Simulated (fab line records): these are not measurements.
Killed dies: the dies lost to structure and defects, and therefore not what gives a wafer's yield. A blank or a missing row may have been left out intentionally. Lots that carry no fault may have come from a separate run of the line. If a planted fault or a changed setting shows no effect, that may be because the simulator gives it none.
Which of the tools did it? / flow gf180mcu / 9 lots, 27 wafers sampled, at 1 step of a route of 602

WHAT THE GAUGES SHOWED, per wafer
GF_V4_RS_MEAS_24: a four-point-probe measurement. Usual: for V4_W_RS the level is 0.327 ohm/sq and the standard deviation is 0.0032.
lot=L224; measured=day 24 13:34; on=film metro-02; V4_W_RS (ohm/sq)=0.327 0.322 0.328; flag=
lot=L225; measured=day 24 17:58; on=film metro-01; V4_W_RS (ohm/sq)=0.327 0.327 0.322; flag=
lot=L230; measured=day 26 10:32; on=film metro-03; V4_W_RS (ohm/sq)=0.324 0.326 0.325; flag=
lot=L232; measured=day 27 03:55; on=film metro-03; V4_W_RS (ohm/sq)=0.323 0.325 0.326; flag=
lot=L233; measured=day 27 16:19; on=film metro-02; V4_W_RS (ohm/sq)=0.331 0.334 0.334; flag=
lot=L239; measured=day 29 05:31; on=film metro-02; V4_W_RS (ohm/sq)=0.328 0.327 0.328; flag=
lot=L241; measured=day 30 00:36; on=film metro-03; V4_W_RS (ohm/sq)=0.328 0.327 0.328; flag=
lot=L243; measured=day 30 11:18; on=film metro-03; V4_W_RS (ohm/sq)=0.325 0.330 0.331; flag=
lot=L244; measured=day 30 17:37; on=film metro-02; V4_W_RS (ohm/sq)=0.328 0.327 0.324; flag=

TOOL THAT RAN EACH LOT (tool first, then ch and the chambers of the sampled wafers, then the start)
Record: no process step prior to these readings.

AS READ BY THE TOOLS THEMSELVES (means over the sampled wafers that have a number; for cases with no such wafer, the mark the record gives instead)
The record holds no such reading with a usual standard deviation.

THE ANSWER, worked out from the rows above alone
Rule: lot off if the mean of its wafers having a number is beyond 3 standard deviations from the usual mean. Also off: a lot with no number at a reading for which 4 or more lots have one. All remaining lots with rows at the step are treated as sound. The gauges are gone through in route order, then the tools' own readings, and for those a lot's mean is taken as printed above. The first step at which some lot is off is used, and at that step the reading that is off furthest; a lot without a number counts as furthest.
Nothing can be told from this: no lot is off at any reading shown.

WHAT THE SIMULATOR HAD INSERTED
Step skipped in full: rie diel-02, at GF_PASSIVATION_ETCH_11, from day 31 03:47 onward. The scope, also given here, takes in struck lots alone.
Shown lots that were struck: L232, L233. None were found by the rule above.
